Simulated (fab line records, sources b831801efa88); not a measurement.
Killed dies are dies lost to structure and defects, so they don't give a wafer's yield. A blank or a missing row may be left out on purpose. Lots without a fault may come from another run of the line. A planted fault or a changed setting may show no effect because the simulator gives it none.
A struck lot beside a sound one | flow sky130 | 16 steps out of a route of 708
Sound: wafers L708.4, L708.5, L708.6. Struck: wafers L711.2, L711.3. (L711.5 of the same lot was not struck and is left out.) The cause comes at the end.
At each step with rows: each side's tool, then ch and its chambers, then its first start. Under that, the readings that differ: sound wafers | struck wafers | difference of the means | sigmas: that difference in standard deviations of wafers without a fault.
alike: readings whose means differ by less than 2 such deviations, and words and numbers that are the same on both sides. not compared: withheld readings, readings that some wafer has no value for, bounds like >300 that may hide the same value, and numbers for which the record gives no deviation and whose values overlap.
The two part at a step that has a row with sigmas, a row that says differs or no value, or rows on one side only. Numbers that don't overlap but have no deviation are shown without sigmas and don't part them. A reading that every wafer of one side lacks parts them only if that side has two wafers or more.

first, 2 steps without rows for these wafers: SKY_METAL3_PEB_11; SKY_METAL3_DEVELOP_12 (develop time 60 s).
SKY_METAL3_CD_MEAS_13: target cd 300 nm.
  sound on cd_sem-02, day 43 15:48; struck on cd_sem-01, day 44 01:08
  alike: cd_nm
SKY_METAL3_OVL_MEAS_14:
  sound on overlay-02, day 43 15:53; struck on overlay-02, day 44 01:14
  alike: METAL3_OVL
SKY_METAL3_DESCUM_15: chemistry O2, time 8 s.
  sound on rie_metal-01 ch 0,1, day 43 15:55; struck on rie_metal-01 ch 0,1, day 44 01:16
  alike: drypump_motor_current_A, oes_product_au
  not compared: rf_hours_counter_h
SKY_METAL3_ETCH_16: etches BARC in N2/H2, stops on SiO2, time 88.2 s, target depth 60 nm.
  sound on rie_metal-01 ch 0,1, day 43 15:58; struck on rie_metal-01 ch 0,1, day 44 01:18
  alike: drypump_motor_current_A, h2_flow_sccm, oes_product_au, throttle_valve_pct
  not compared: rf_hours_counter_h
SKY_METAL3_ETCH_17: etches SiO2 in C4F8/O2/Ar, stops on TiN, time 3.9 s, target depth 15 nm.
  sound on rie_diel-01 ch 1,2, day 43 16:02; struck on rie_diel-03 ch 0,2, day 44 01:24
  alike: oes_product_au
  not compared: rf_hours_counter_h
SKY_METAL3_METAL_ETCH_18: etches the open film in Cl2/BCl3, stops on SiO2, target depth 845 nm, time 183.1 s.
  sound on rie_metal-03 ch 0,1, day 43 16:06; struck on rie_metal-02 ch 0, day 44 01:25
  alike: drypump_motor_current_A, oes_product_au, throttle_valve_pct
  not compared: rf_hours_counter_h
then, 4 steps without rows for these wafers: SKY_METAL3_STRIP_19 (strips in O2/N2); SKY_METAL3_STRIP_20 (strips in post etch residue remover, time 1200 s); SKY_METAL3_CLEAN_21 (cleans in IPA, time 180 s); SKY_METAL3_CLEAN_22 (cleans in O3/DIW).
SKY_VIA3_HDPCVD_00: deposits SiO2, target thk 1635 nm, time 272.5 s.
  sound on hdpcvd-01 ch 0,1,2, day 43 16:54; struck on hdpcvd-02 ch 0,2, day 44 02:11
  reading                                  | sound          | struck    | difference | sigmas
  model.SiO2_of_VIA3_HDPCVD_00.thk_nm (nm) | 1614 1596 1602 | 1241 1225 | -371       |
SKY_VIA3_THK_MEAS_01:
  sound on film_metro-01, day 43 17:01; struck on film_metro-02, day 44 02:22
  reading              | sound          | struck    | difference | sigmas
  VIA3_HDPCVD_THK (nm) | 1615 1595 1601 | 1242 1225 | -370       | -25
SKY_VIA3_CMP_02: polishes SiO2.
  sound on cmp-02 ch 1,2, day 43 17:05; struck on cmp-02 ch 1,3, day 44 02:28
  alike: edge_zone_pressure_frac, motor_current_A
-- the record jumps here: 6 days lie between the struck wafers' starts before and after (it left off in module VIA3 and takes up again in module PAD_OPEN, whose first step shown is number 708 of the route) --
SKY_PAD_OPEN_PROBE_99:
  sound on prober-02, day 49 21:38; struck on prober-01, day 50 05:52
  reading                               | sound                | struck        | difference | sigmas
  model.etest.met4_comb.leak_log10_a_um | -11.97 -11.92 -12.03 | -10.89 -10.39 | +1.33      |

WHERE THEY PART
Only at SKY_VIA3_THK_MEAS_01, within this record. Later steps at which nothing parts them and some readings are alike: SKY_VIA3_CMP_02.

WHY: what the simulator had put in
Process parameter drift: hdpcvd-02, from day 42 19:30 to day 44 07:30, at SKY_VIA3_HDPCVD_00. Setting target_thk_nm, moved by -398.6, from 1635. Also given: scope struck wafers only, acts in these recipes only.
